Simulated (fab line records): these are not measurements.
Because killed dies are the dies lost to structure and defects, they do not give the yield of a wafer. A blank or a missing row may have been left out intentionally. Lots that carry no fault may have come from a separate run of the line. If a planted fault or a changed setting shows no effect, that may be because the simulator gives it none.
fab line records | flow sky130
record: lots: 6 wafers: 18 last_day: 50
route steps=708 shown SD_P@327 RES_XHIGH@332 SD_N@342 SALICIDE@361 PAD_OPEN@708
lots that met no fault: taken from a fault-free run of the same line
start_h: start of the lot's first displayed wafer, in hours after the record's first day | wait_h: time in hours since the lot's previous step | " identical to the entry in the row above | L1.1+2: one row covering several wafers at once | - no value, or no start was given | * or withheld: withheld | < > ~ a bound
route shown NAME@n: a module of which the file shows steps, and the number in the route of the first | usual: mean/standard deviation of fault-free wafers | same: alike in all rows | chamber/n: place in a boat | sites: each site's reading | _std_site: the standard deviation of these | _edge_site: mean of outer sites minus mean of inner sites | radius_mm: for every site, how far away it sits from the centre of the wafer | mask NAME#n: copy n | behind: the tool/chamber that last shaped the wafer | hold: reason for holding the lot/hours on hold/outcome of the hold | device: the n, p or np transistor that did not switch | end of line: tests run on the same wafers once the route is complete | where a step has no rows: the recipe by itself | killed: the dies lost at the first sort to structure and to defects; this is not the yield of the wafer | map: dies across one wafer; x = killed, . = not, _ = none there
set.NAME: the setting the step ran with; set.NAME@STEP: the setting that earlier step ran with | model.NAME: the simulator's own value behind a step, which no gauge read
lots seen at some steps along the route; tables by step, rows by wafer
services: from which hour (start_h, from the record's first day; less than 0 if before it) a tool's chamber was out of use, for how many hours, and why
== steps ==
step: SKY_SD_P_CD_MEAS_07
recipe: target_cd_nm: 380
usual: cd_nm: 380.3/2.7
columns lot.wafer tool chamber start_h wait_h cd_nm
L545.1 cd_sem-02 - 604.96 0.1 380.2
L545.2 " - " " 379.8
L545.5 " - " " 381.5
L549.2 cd_sem-02 - 666.39 0.1 375.4
L549.3 " - " " 376.6
L549.5 " - " " 377.0
L557.2 cd_sem-01 - 712.59 0.1 378.9
L557.3 " - " " 378.6
L557.4 " - " " 380.1
L559.2 cd_sem-01 - 713.93 0.1 379.8
L559.3 " - " " 379.5
L559.4 " - " " 380.7
L564.1 cd_sem-02 - 767.62 0.1 386.3
L564.3 " - " " 386.0
L564.5 " - " " 387.1
L566.2 cd_sem-01 - 775.04 0.1 380.4
L566.5 " - " " 380.6
L566.6 " - " " 383.1
step: SKY_SD_P_OVL_MEAS_08
usual: SD_P_OVL: -0.9/1.6
columns lot.wafer tool chamber start_h wait_h SD_P_OVL[nm]
L545.1 overlay-02 - 605.08 0.1 -0.6
L545.2 " - " " -0.5
L545.5 " - " " -1.5
L549.2 overlay-01 - 666.49 0.1 -0.5
L549.3 " - " " -1.6
L549.5 " - " " -0.2
L557.2 overlay-01 - 712.69 0.1 -1.3
L557.3 " - " " -2.3
L557.4 " - " " -3.3
L559.2 overlay-01 - 714.04 0.1 -4.2
L559.3 " - " " -3.4
L559.4 " - " " -3.5
L564.1 overlay-02 - 767.74 0.1 -1.5
L564.3 " - " " -1.1
L564.5 " - " " -2.2
L566.2 overlay-02 - 775.14 0.1 0.1
L566.5 " - " " -1.0
L566.6 " - " " -1.0
step: SKY_SD_P_IMPLANT_09
recipe: species: BF2 energy_kev: 20 dose_cm2: 3e+15 tilt_deg: 0
step: SKY_SD_P_STRIP_10
recipe: chemistry: O2/N2 power_w: 1400 pressure_mtorr: 1500 platen_temp_c: withheld o2_flow_sccm: 3000 n2_flow_sccm: 300 overash_fraction: 0.5
usual: chamber_pressure_mTorr: 1500.3/1.3 drypump_motor_current_A: 5.9/0.38 oes_product_au: 0.618/0.0045 strip_time_to_endpoint_s: 17.49/0.049
same: overash_fraction: 0.5
columns lot.wafer tool chamber start_h wait_h chamber_pressure_mTorr drypump_motor_current_A oes_product_au rf_hours_counter_h strip_time_to_endpoint_s
L545.1 plasma_asher-02 1 605.27 0.1 1500.9 5.8 0.615 49 17.52
L545.2 " 0 " " 1501.1 6.5 0.609 49 17.54
L545.5 " 0 " " 1500.8 6.5 0.624 - 17.52
L549.2 plasma_asher-02 0 666.67 0.1 1499.4 6.5 0.615 57 17.45
L549.3 " 1 " " 1498.4 5.8 0.619 - 17.43
L549.5 " 1 " " 1499.6 5.8 0.607 - 17.42
L557.2 plasma_asher-02 0 712.87 0.1 1502.0 6.5 0.616 61 17.44
L557.3 " 1 " " 1502.5 5.8 0.618 - 17.50
L557.4 " 0 " " 1498.8 6.5 0.617 - 17.49
L559.2 plasma_asher-02 1 714.22 0.1 1501.0 5.8 0.621 62 17.54
L559.3 " 1 " " 1501.9 5.8 0.616 - 17.52
L559.4 " 0 " " 1499.8 6.5 0.622 - 17.53
L564.1 plasma_asher-04 1 767.92 0.1 1501.3 5.2 0.618 2 17.50
L564.3 " 1 " " 1499.4 5.2 0.621 - 17.52
L564.5 " 0 " " 1502.8 5.9 0.619 - 17.50
L566.2 plasma_asher-04 0 775.32 0.1 1502.1 5.9 0.611 3 17.45
L566.5 " 1 " " 1501.7 5.2 0.616 - 17.42
L566.6 " 0 " " 1500.6 5.9 0.614 - 17.46
step: SKY_SD_P_TW_MEAS_11
usual: SD_P_TW: 2808/27
columns lot.wafer tool chamber start_h wait_h SD_P_TW
L545.1 film_metro-03 - 605.37 0.1 2835
L545.2 " - " " 2817
L545.5 " - " " 2846
L549.2 film_metro-01 - 666.78 0.1 2775
L549.3 " - " " 2772
L549.5 " - " " 2770
L557.2 film_metro-03 - 712.98 0.1 2819
L557.3 " - " " 2810
L557.4 " - " " 2820
L559.2 film_metro-01 - 714.33 0.1 2795
L559.3 " - " " 2789
L559.4 " - " " 2823
L564.1 film_metro-02 - 768.02 0.1 2842
L564.3 " - " " 2860
L564.5 " - " " 2853
L566.2 film_metro-01 - 775.43 0.1 2770
L566.5 " - " " 2755
L566.6 " - " " 2765
step: SKY_RES_XHIGH_DEHYDRATE_00
recipe: temp_c: 200 time_s: 60
step: SKY_RES_XHIGH_HMDS_01
recipe: prime_time_s: 60 prime_temp_c: 120
step: SKY_RES_XHIGH_COAT_02
recipe: resist: NOVOLAK spin_rpm: 3000 resist_thk_nm: 1140
step: SKY_RES_XHIGH_SOFTBAKE_03
recipe: temp_c: 90 time_s: 60 resist: NOVOLAK
step: SKY_RES_XHIGH_EXPOSE_04
recipe: mask_id: URPM na: 0.6 source_shape: conventional sigma_outer: 0.6 polarization: unpolarized target_cd_nm: 1270 dose_mj: 140
step: SKY_RES_XHIGH_PEB_05
recipe: temp_c: withheld time_s: * resist: NOVOLAK
step: SKY_RES_XHIGH_DEVELOP_06
recipe: resist: NOVOLAK developer: TMAH develop_time_s: 60 dev_temp_c: 23
step: SKY_RES_XHIGH_IMPLANT_07
recipe: species: BF2 energy_kev: 20 dose_cm2: 3.6e+14 tilt_deg: 0
usual: beam_on_s: 41.5/2.3 dose_ions_cm2: 3.601e+14/3.9e+11
same: implant_ion_amu: 49
columns lot.wafer tool chamber start_h wait_h beam_on_s dose_ions_cm2
L545.1 implanter-04 0 634.02 0.1 43.2 3.599e+14
L545.2 " 0 " " 45.2 3.595e+14
L545.5 " 0 " " 43.0 3.603e+14
L549.2 implanter-02 0 693.63 0.1 37.8 3.604e+14
L549.3 " 0 " " 38.9 3.6e+14
L549.5 " 0 " " 37.9 3.605e+14
L557.2 implanter-02 0 740.58 0.1 57.6 5.354e+14
L557.3 " 0 " " 57.4 5.358e+14
L557.4 " 0 " " 57.8 5.353e+14
L559.2 implanter-02 0 741.89 0.1 57.6 5.36e+14
L559.3 " 0 " " 54.8 5.354e+14
L559.4 " 0 " " 57.3 5.359e+14
L564.1 implanter-03 0 794.46 0.1 43.7 3.594e+14
L564.3 " 0 " " 41.2 3.591e+14
L564.5 " 0 " " 43.0 3.6e+14
L566.2 implanter-04 0 802.18 0.1 44.5 3.598e+14
L566.5 " 0 " " 43.1 3.604e+14
L566.6 " 0 " " 44.7 3.6e+14
step: SKY_RES_XHIGH_STRIP_08
recipe: chemistry: O2/N2 power_w: 1400 pressure_mtorr: 1500 platen_temp_c: withheld o2_flow_sccm: 3000 n2_flow_sccm: 300 overash_fraction: 0.5
usual: chamber_pressure_mTorr: 1499.9/1.4 drypump_motor_current_A: 5.7/0.31 oes_product_au: 0.711/0.0047 strip_time_to_endpoint_s: 14.27/0.044
same: overash_fraction: 0.5
columns lot.wafer tool chamber start_h wait_h chamber_pressure_mTorr drypump_motor_current_A oes_product_au rf_hours_counter_h strip_time_to_endpoint_s
L545.1 plasma_asher-03 0 634.17 0.1 1498.1 6.0 0.709 83 14.27
L545.2 " 1 " " 1500.3 5.6 0.712 83 14.23
L545.5 " 1 " " 1500.8 5.6 0.715 - 14.27
L549.2 plasma_asher-03 1 693.76 0.1 1499.8 5.6 0.711 90 14.21
L549.3 " 0 " " 1497.5 5.9 0.715 - 14.18
L549.5 " 1 " " 1501.1 5.6 0.708 - 14.21
L557.2 plasma_asher-01 0 740.70 0.1 1499.1 6.1 0.708 28 14.62
L557.3 " 1 " " 1500.2 5.3 0.701 - 14.64
L557.4 " 0 " " 1499.8 6.1 0.695 - 14.58
L559.2 plasma_asher-03 1 742.02 0.1 1498.6 5.6 0.697 95 14.64
L559.3 " 0 " " 1501.6 5.9 0.703 - 14.64
L559.4 " 1 " " 1501.7 5.6 0.696 - 14.62
L564.1 plasma_asher-03 0 794.61 0.1 1498.6 5.9 0.712 101 14.34
L564.3 " 1 " " 1498.2 5.6 0.715 - 14.29
L564.5 " 0 " " 1498.9 5.9 0.704 - 14.32
L566.2 plasma_asher-04 1 802.30 0.1 1502.5 5.3 0.712 5 14.29
L566.5 " 1 " " 1498.8 5.2 0.725 - 14.27
L566.6 " 0 " " 1500.9 6.0 0.717 - 14.28
step: SKY_RES_XHIGH_TW_MEAS_09
usual: RES_XHIGH_TW: 1636/15
columns lot.wafer tool chamber start_h wait_h RES_XHIGH_TW
L545.1 film_metro-01 - 634.27 0.1 1620
L545.2 " - " " 1621
L545.5 " - " " 1618
L549.2 film_metro-02 - 693.87 0.1 1649
L549.3 " - " " 1647
L549.5 " - " " 1657
L557.2 film_metro-02 - 740.81 0.1 1863
L557.3 " - " " 1870
L557.4 " - " " 1854
L559.2 film_metro-02 - 742.13 0.1 1865
L559.3 " - " " 1861
L559.4 " - " " 1867
L564.1 film_metro-01 - 794.71 0.1 1620
L564.3 " - " " 1633
L564.5 " - " " 1629
L566.2 film_metro-01 - 802.41 0.1 1619
L566.5 " - " " 1625
L566.6 " - " " 1630
step: SKY_SD_N_DEHYDRATE_00
recipe: temp_c: 200 time_s: 60
step: SKY_SD_N_HMDS_01
recipe: prime_time_s: 60 prime_temp_c: 120
step: SKY_SD_N_COAT_02
recipe: resist: NOVOLAK spin_rpm: 3000 resist_thk_nm: 1140
step: SKY_SD_N_SOFTBAKE_03
recipe: temp_c: 90 time_s: 60 resist: NOVOLAK
step: SKY_SD_N_EXPOSE_04
recipe: mask_id: NSDM na: 0.6 source_shape: conventional sigma_outer: 0.6 polarization: unpolarized target_cd_nm: 380 dose_mj: 141
step: SKY_SD_N_PEB_05
recipe: temp_c: withheld time_s: * resist: NOVOLAK
step: SKY_SD_N_DEVELOP_06
recipe: resist: NOVOLAK developer: TMAH develop_time_s: 60 dev_temp_c: 23
step: SKY_SD_N_CD_MEAS_07
recipe: target_cd_nm: 380
usual: cd_nm: 379.7/2.3
columns lot.wafer tool chamber start_h wait_h cd_nm
L545.1 cd_sem-02 - 661.85 0.1 378.9
L545.2 " - " " 378.9
L545.5 " - " " 378.2
L549.2 cd_sem-01 - 721.28 0.1 379.4
L549.3 " - " " 380.3
L549.5 " - " " 380.8
L557.2 cd_sem-02 - 767.98 0.1 380.0
L557.3 " - " " 378.8
L557.4 " - " " 377.2
L559.2 cd_sem-02 - 768.58 0.1 380.5
L559.3 " - " " 380.8
L559.4 " - " " 383.7
L564.1 cd_sem-02 - 821.01 0.1 378.9
L564.3 " - " " 377.5
L564.5 " - " " 377.5
L566.2 cd_sem-02 - 828.98 0.1 382.6
L566.5 " - " " 381.1
L566.6 " - " " 380.7
step: SKY_SD_N_OVL_MEAS_08
usual: SD_N_OVL: 0.3/1.2
columns lot.wafer tool chamber start_h wait_h SD_N_OVL[nm]
L545.1 overlay-01 - 661.97 0.1 0.3
L545.2 " - " " -1.1
L545.5 " - " " -0.9
L549.2 overlay-02 - 721.38 0.1 -0.6
L549.3 " - " " 0.1
L549.5 " - " " 2.0
L557.2 overlay-01 - 768.09 0.1 0.8
L557.3 " - " " 0.9
L557.4 " - " " 1.8
L559.2 overlay-01 - 768.69 0.1 -1.8
L559.3 " - " " -1.6
L559.4 " - " " -0.2
L564.1 overlay-02 - 821.13 0.1 0.2
L564.3 " - " " 0.5
L564.5 " - " " 1.2
L566.2 overlay-01 - 829.09 0.1 1.5
L566.5 " - " " 1.7
L566.6 " - " " 1.6
step: SKY_SD_N_IMPLANT_09
recipe: species: As energy_kev: 50 dose_cm2: 4e+15 tilt_deg: 0
step: SKY_SD_N_IMPLANT_10
recipe: species: P energy_kev: 20 dose_cm2: 1e+14 tilt_deg: 0
step: SKY_SD_N_STRIP_11
recipe: chemistry: O2/N2 power_w: 1400 pressure_mtorr: 1500 platen_temp_c: withheld o2_flow_sccm: 3000 n2_flow_sccm: 300 overash_fraction: 0.5
usual: chamber_pressure_mTorr: 1500.0/1.3 drypump_motor_current_A: 6.0/0.37 oes_product_au: 0.527/0.0047 strip_time_to_endpoint_s: 22.56/0.042
same: overash_fraction: 0.5
columns lot.wafer tool chamber start_h wait_h chamber_pressure_mTorr drypump_motor_current_A oes_product_au rf_hours_counter_h strip_time_to_endpoint_s
L545.1 plasma_asher-02 1 662.31 0.1 1500.0 5.8 0.522 56 22.62
L545.2 " 0 " " 1497.7 6.5 0.531 56 22.57
L545.5 " 1 " " 1497.2 5.8 0.533 - 22.57
L549.2 plasma_asher-03 0 721.71 0.1 1500.6 5.9 0.535 93 22.57
L549.3 " 1 " " 1501.5 5.6 0.530 - 22.57
L549.5 " 0 " " 1499.4 5.9 0.527 - 22.54
L557.2 plasma_asher-02 0 768.42 0.1 1499.4 6.5 0.532 67 22.54
L557.3 " 1 " " 1500.6 5.8 0.530 - 22.54
L557.4 " 0 " " 1500.2 6.5 0.524 - 22.55
L559.2 plasma_asher-02 1 769.02 0.1 1501.1 5.8 0.523 67 22.53
L559.3 " 1 " " 1500.9 5.8 0.530 - 22.59
L559.4 " 0 " " 1499.9 6.5 0.525 - 22.51
L564.1 plasma_asher-01 0 821.47 0.1 1498.4 6.1 0.527 36 22.58
L564.3 " 1 " " 1498.8 5.3 0.537 - 22.59
L564.5 " 1 " " 1501.3 5.3 0.524 - 22.58
L566.2 plasma_asher-01 1 829.42 0.1 1499.5 5.3 0.525 37 22.61
L566.5 " 1 " " 1500.8 5.3 0.528 - 22.58
L566.6 " 0 " " 1499.9 6.1 0.532 - 22.53
step: SKY_SD_N_TW_MEAS_12
usual: SD_N_TW: 3970/43
columns lot.wafer tool chamber start_h wait_h SD_N_TW
L545.1 film_metro-02 - 662.41 0.1 4005
L545.2 " - " " 4034
L545.5 " - " " 4005
L549.2 film_metro-03 - 721.82 0.1 3997
L549.3 " - " " 4004
L549.5 " - " " 3992
L557.2 film_metro-01 - 768.53 0.1 3901
L557.3 " - " " 3912
L557.4 " - " " 3954
L559.2 film_metro-02 - 769.13 0.1 3996
L559.3 " - " " 4004
L559.4 " - " " 4013
L564.1 film_metro-03 - 821.57 0.1 3984
L564.3 " - " " 3994
L564.5 " - " " 3990
L566.2 film_metro-03 - 829.53 0.1 3995
L566.5 " - " " 3978
L566.6 " - " " 4024
step: SKY_SD_N_CLEAN_13
recipe: chemistry: SC1/SC2 mix: 1:4:20 temp_c: 70 time_s: 150 dry: n2_spin
step: SKY_SD_N_RTA_14
recipe: temp_c: 1075 time_s: 2 idle_temp_c: 650 ramp_up_c_per_s: 150 ramp_down_c_per_s: 90 ambient: N2
usual: lamp_power_pct: 15.74/0.054 wafer_temp_C_max: 1078.1/1.3
columns lot.wafer tool chamber start_h wait_h lamp_power_pct wafer_temp_C_max
L545.1 rtp_anneal-01 0 662.52 0.0 15.65 1076.9
L545.2 " 0 " " 15.79 1077.1
L545.5 " 0 " " 15.71 1079.8
L549.2 rtp_anneal-01 0 721.94 0.0 15.71 1078.0
L549.3 " 0 " " 15.73 1077.6
L549.5 " 0 " " 15.79 1079.3
L557.2 rtp_anneal-02 0 768.63 0.0 15.77 1076.7
L557.3 " 0 " " 15.73 1076.5
L557.4 " 0 " " 15.74 1080.8
L559.2 rtp_anneal-02 0 769.28 0.0 15.76 1077.9
L559.3 " 0 " " 15.63 1077.9
L559.4 " 0 " " 15.83 1076.4
L564.1 rtp_anneal-02 0 821.68 0.0 15.62 1077.9
L564.3 " 0 " " 15.61 1078.2
L564.5 " 0 " " 15.74 1077.7
L566.2 rtp_anneal-01 0 829.64 0.0 15.66 1076.2
L566.5 " 0 " " 15.76 1076.8
L566.6 " 0 " " 15.66 1077.2
step: SKY_SD_N_RS_MEAS_16
recipe: thk_meas_gauge: four-point-probe
usual: SD_N_RS: 68.55/0.11
columns lot.wafer tool chamber start_h wait_h SD_N_RS[ohm/sq]
L545.1 film_metro-02 - 662.74 0.1 68.57
L545.2 " - " " 68.40
L545.5 " - " " 68.48
L549.2 film_metro-03 - 722.12 0.1 68.73
L549.3 " - " " 68.73
L549.5 " - " " 68.56
L557.2 film_metro-03 - 768.82 0.1 68.59
L557.3 " - " " 68.68
L557.4 " - " " 68.71
L559.2 film_metro-02 - 769.47 0.1 68.52
L559.3 " - " " 68.35
L559.4 " - " " 68.55
L564.1 film_metro-03 - 821.85 0.1 68.48
L564.3 " - " " 68.60
L564.5 " - " " 68.44
L566.2 film_metro-03 - 829.83 0.1 68.56
L566.5 " - " " 68.68
L566.6 " - " " 68.66
step: SKY_SD_N_RS_MEAS_17
recipe: thk_meas_gauge: four-point-probe
usual: SD_P_RS: 147.1/0.36
columns lot.wafer tool chamber start_h wait_h SD_P_RS[ohm/sq]
L545.1 film_metro-02 - 662.86 0.1 146.9
L545.2 " - " " 146.9
L545.5 " - " " 146.7
L549.2 film_metro-03 - 722.24 0.1 147.5
L549.3 " - " " 147.4
L549.5 " - " " 147.2
L557.2 film_metro-03 - 768.94 0.1 147.5
L557.3 " - " " 147.6
L557.4 " - " " 147.4
L559.2 film_metro-02 - 769.59 0.1 147.1
L559.3 " - " " 147.1
L559.4 " - " " 147.0
L564.1 film_metro-03 - 821.97 0.1 146.8
L564.3 " - " " 147.5
L564.5 " - " " 147.1
L566.2 film_metro-03 - 829.95 0.1 147.2
L566.5 " - " " 147.4
L566.6 " - " " 147.0
step: SKY_SD_N_RS_MEAS_18
recipe: thk_meas_gauge: four-point-probe
usual: RES_XHIGH_RS: 333.1/1.1
columns lot.wafer tool chamber start_h wait_h RES_XHIGH_RS[ohm/sq]
L545.1 film_metro-02 - 662.98 0.1 334.0
L545.2 " - " " 334.6
L545.5 " - " " 335.2
L549.2 film_metro-03 - 722.36 0.1 332.2
L549.3 " - " " 333.4
L549.5 " - " " 332.4
L557.2 film_metro-03 - 769.06 0.1 243.0
L557.3 " - " " 242.3
L557.4 " - " " 242.6
L559.2 film_metro-02 - 769.71 0.1 242.5
L559.3 " - " " 242.7
L559.4 " - " " 242.6
L564.1 film_metro-03 - 822.09 0.1 332.1
L564.3 " - " " 332.1
L564.5 " - " " 332.2
L566.2 film_metro-03 - 830.07 0.1 333.8
L566.5 " - " " 333.8
L566.6 " - " " 332.7
step: SKY_SALICIDE_CLEAN_00
recipe: chemistry: HF-last time_s: 30 dilution: 100:1 dry: ipa_marangoni
step: SKY_PAD_OPEN_PROBE_99
usual: killed_at_M0_to_M3: 43/6.8 killed_at_M4_up: 3.0/1.8 killed_at_contacts: 23/5.4 killed_at_front_end: 15/4.4 killed_at_other: 0.3/0.51 killed_dies: 85/9.2 killed_on_rim: 17/3.7 killed_open: 47/6.8 killed_short: 39/6.8
same: gross_dies: 492 killed_at_back_side: 0
columns lot.wafer tool chamber start_h wait_h killed_at_M0_to_M3 killed_at_M4_up killed_at_contacts killed_at_front_end killed_at_other killed_dies killed_on_rim killed_open killed_short model.etest.res_xhigh_po.line_ohm_um model.etest.res_xhigh_po.rs_ohm_sq
L545.1 prober-02 - 1084.48 0.1 49 5 23 16 0 93 20 49 44 5745 2015
L545.2 prober-02 - 1084.53 0.1 52 1 11 20 0 84 15 49 35 5636 1934
L545.5 prober-02 - 1084.68 0.2 36 4 23 14 1 78 10 35 43 5681 2021
L549.2 prober-02 - 1128.52 0.1 38 2 24 13 0 77 15 43 34 5778 2053
L549.3 prober-02 - 1128.57 0.2 31 1 18 10 0 60 11 35 25 5730 2022
L549.5 prober-02 - 1128.67 0.2 48 2 17 8 1 76 17 40 36 5895 2086
L557.2 prober-02 - 1162.83 0.1 44 5 22 16 1 88 21 53 35 2936 1018
L557.3 prober-02 - 1162.88 0.2 36 1 22 19 0 78 17 43 35 2891 1012
L557.4 prober-02 - 1162.93 0.2 37 2 23 26 0 88 13 50 38 3000 1042
L559.2 prober-02 - 1164.33 0.1 51 1 8 21 0 81 8 44 37 2984 1047
L559.3 prober-02 - 1164.38 0.2 41 2 30 13 0 86 18 61 25 2910 1020
L559.4 prober-02 - 1164.43 0.2 45 1 15 15 0 76 13 35 41 3060 1076
L564.1 prober-02 - 1197.87 0.1 46 3 27 10 0 86 11 50 36 5647 1977
L564.3 prober-02 - 1197.97 0.2 45 6 22 13 0 86 14 47 39 5600 1974
L564.5 prober-02 - 1198.07 0.2 40 0 35 14 0 89 17 57 32 5440 1873
L566.2 prober-01 - 1199.59 0.1 41 2 26 10 0 79 15 38 41 5671 1971
L566.5 prober-01 - 1199.74 0.2 50 1 25 12 0 88 15 41 47 5341 1848
L566.6 prober-01 - 1199.79 0.2 58 2 30 13 0 103 17 49 54 5461 1885
killed by level:class
L545.1 CONTACT:geometric_particle:open=11 VIA2:geometric_particle:open=10 VIA1:geometric_particle:open=9 METAL2:geometric_particle:short=7 CONTACT:geometric_particle:short=6 VIA2:geometric_particle:short=6 FIELD_ISO:geometric_particle:open=5 METAL4:geometric_particle:short=5
L545.2 VIA3:geometric_particle:open=12 VIA2:geometric_particle:open=10 VIA1:geometric_particle:open=7 FIELD_ISO:geometric_particle:open=5 POLY_GATE:geometric_particle:short=5 POLY_GATE:geometric_particle:open=5 METAL1:geometric_particle:short=5 VIA1:geometric_particle:short=4
L545.5 CONTACT:geometric_particle:open=8 LI_CONTACT:geometric_particle:open=7 METAL1:geometric_particle:short=7 VIA1:geometric_particle:open=7 FIELD_ISO:geometric_particle:short=6 VIA1:geometric_particle:short=6 VIA3:geometric_particle:open=5 METAL4:geometric_particle:short=4
L549.2 VIA2:geometric_particle:open=10 LI_CONTACT:geometric_particle:open=9 CONTACT:geometric_particle:open=7 FIELD_ISO:geometric_particle:open=5 VIA1:geometric_particle:open=5 METAL1:geometric_particle:short=4 METAL2:geometric_particle:short=4 CONTACT:geometric_particle:short=4
L549.3 VIA1:geometric_particle:open=7 LI_CONTACT:geometric_particle:open=6 METAL2:geometric_particle:short=6 VIA3:geometric_particle:open=6 CONTACT:geometric_particle:open=5 CONTACT:geometric_particle:short=4 POLY_GATE:geometric_particle:open=4 VIA2:geometric_particle:open=4
L549.5 VIA1:geometric_particle:open=9 METAL2:geometric_particle:open=8 LI_CONTACT:geometric_particle:open=6 METAL1:geometric_particle:short=6 METAL2:geometric_particle:short=6 CONTACT:geometric_particle:open=5 METAL3:geometric_particle:short=5 VIA1:geometric_particle:short=4
L557.2 VIA1:geometric_particle:open=18 CONTACT:geometric_particle:open=11 VIA2:geometric_particle:open=8 FIELD_ISO:geometric_particle:short=6 FIELD_ISO:geometric_particle:open=5 LI_CONTACT:geometric_particle:open=5 VIA1:geometric_particle:short=5 POLY_GATE:geometric_particle:short=4
L557.3 VIA1:geometric_particle:open=9 LI_CONTACT:geometric_particle:open=8 CONTACT:geometric_particle:open=7 FIELD_ISO:geometric_particle:open=6 VIA1:geometric_particle:short=5 LOCAL_INTERCONNECT:geometric_particle:short=5 FIELD_ISO:geometric_particle:short=4 METAL1:geometric_particle:short=4
L557.4 VIA1:geometric_particle:open=11 CONTACT:geometric_particle:open=9 FIELD_ISO:geometric_particle:short=6 CONTACT:geometric_particle:short=6 VIA1:geometric_particle:short=6 POLY_GATE:geometric_particle:open=5 VIA3:geometric_particle:open=5 FIELD_ISO:geometric_particle:open=4
L559.2 VIA1:geometric_particle:open=16 FIELD_ISO:geometric_particle:open=7 METAL1:geometric_particle:short=6 VIA2:geometric_particle:open=6 VIA3:geometric_particle:short=6 METAL2:geometric_particle:short=5 POLY_GATE:geometric_particle:open=4 VIA3:geometric_particle:open=4
L559.3 CONTACT:geometric_particle:open=15 VIA1:geometric_particle:open=10 LI_CONTACT:geometric_particle:open=10 VIA2:geometric_particle:open=10 FIELD_ISO:geometric_particle:open=6 METAL3:geometric_particle:short=5 VIA1:geometric_particle:short=4 POLY_GATE:geometric_particle:open=3
L559.4 VIA1:geometric_particle:open=11 METAL2:geometric_particle:short=7 VIA3:geometric_particle:open=6 METAL1:geometric_particle:short=6 CONTACT:geometric_particle:open=5 FIELD_ISO:geometric_particle:short=4 LOCAL_INTERCONNECT:geometric_particle:short=4 POLY_GATE:geometric_particle:short=4
L564.1 VIA3:geometric_particle:open=12 CONTACT:geometric_particle:open=11 VIA1:geometric_particle:open=11 VIA2:geometric_particle:open=8 FIELD_ISO:geometric_particle:short=5 LI_CONTACT:geometric_particle:short=4 LI_CONTACT:geometric_particle:open=4 LOCAL_INTERCONNECT:geometric_particle:short=4
L564.3 VIA2:geometric_particle:open=10 CONTACT:geometric_particle:open=9 VIA1:geometric_particle:open=6 METAL2:geometric_particle:short=6 VIA3:geometric_particle:open=6 CONTACT:geometric_particle:short=5 METAL1:geometric_particle:short=5 LOCAL_INTERCONNECT:geometric_particle:short=4
L564.5 LI_CONTACT:geometric_particle:open=11 VIA1:geometric_particle:open=9 CONTACT:geometric_particle:open=8 VIA2:geometric_particle:open=8 CONTACT:geometric_particle:short=6 LOCAL_INTERCONNECT:geometric_particle:short=5 VIA3:geometric_particle:open=5 FIELD_ISO:geometric_particle:open=4
L566.2 METAL2:geometric_particle:short=10 CONTACT:geometric_particle:open=8 VIA1:geometric_particle:open=6 VIA3:geometric_particle:open=6 LOCAL_INTERCONNECT:geometric_particle:short=5 LI_CONTACT:geometric_particle:open=5 VIA2:geometric_particle:short=4 FIELD_ISO:geometric_particle:short=3
L566.5 LI_CONTACT:geometric_particle:open=8 METAL1:geometric_particle:short=8 CONTACT:geometric_particle:open=6 METAL3:geometric_particle:short=6 VIA2:geometric_particle:open=6 VIA3:geometric_particle:open=6 VIA1:geometric_particle:open=5 FIELD_ISO:geometric_particle:short=4
L566.6 VIA2:geometric_particle:open=12 METAL2:geometric_particle:short=11 LI_CONTACT:geometric_particle:open=9 CONTACT:geometric_particle:open=8 POLY_GATE:geometric_particle:short=7 METAL1:geometric_particle:short=7 VIA1:geometric_particle:open=7 CONTACT:geometric_particle:short=6
== services ==
columns tool chamber start_h hours kind
implanter-04 - 582.60 6.3 repair
implanter-03 - 587.68 5.0 repair
implanter-02 - 602.36 43.9 repair
implanter-04 - 624.80 2.8 repair
plasma_asher-01 - 626.74 44.3 repair
plasma_asher-04 - 633.23 1.3 repair
plasma_asher-03 - 642.95 1.0 repair
implanter-04 - 662.84 2.7 repair
plasma_asher-04 - 706.14 14.7 repair
implanter-02 - 709.85 4.1 pm
rtp_anneal-02 - 716.87 8.4 pm
plasma_asher-04 - 733.75 9.0 pm
plasma_asher-04 0 733.75 9.0 vent_cycle
plasma_asher-04 1 733.75 9.0 vent_cycle
plasma_asher-04 0 742.75 - clean
plasma_asher-04 1 742.75 - clean
implanter-04 - 758.32 1.7 repair
plasma_asher-04 - 769.88 4.3 repair
implanter-04 - 825.13 6.8 repair
== key ==
first_sign: step: SKY_RES_XHIGH_IMPLANT_07 reading: dose_ions_cm2 direction: up sigmas: 99+ usual: * struck: *
effect: step: SKY_RES_XHIGH_IMPLANT_07 reading: beam_on_s direction: up sigmas: 6.8 usual: 41.5 struck: 57.1
effect: step: SKY_RES_XHIGH_STRIP_08 reading: strip_time_to_endpoint_s direction: up sigmas: 8.2 usual: * struck: *
effect: step: SKY_RES_XHIGH_TW_MEAS_09 reading: RES_XHIGH_TW direction: up sigmas: 15 usual: 1636 struck: 1863
effect: step: SKY_SD_N_RS_MEAS_18 reading: RES_XHIGH_RS direction: down sigmas: 85 usual: 333.1 struck: 242.6
model_effect: step: SKY_PAD_OPEN_PROBE_99 value: etest.res_xhigh_po.line_ohm_um without: 5920 struck: 2963
met_at SKY_RES_XHIGH_IMPLANT_07
struck_wafers L557.2,L557.3,L557.4,L559.2,L559.3,L559.4
tester_left_out L557,L559
onset_between 693.63 740.58
fault: kind: process_parameter_drift tool: implanter-02 chamber: - onset_h: 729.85 steps: SKY_RES_XHIGH_IMPLANT_07 channel: dose_cm2 offset: * shape: step end_h: 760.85 acts_in: * stated: *
tester_left_out: of these lots the tester's yield and bins aren't shown, on N5 and GAA mostly nor the transistor test; their killed dies are dies lost to structure and defects alone, not to doping, threshold or leakage, so they don't give the yield
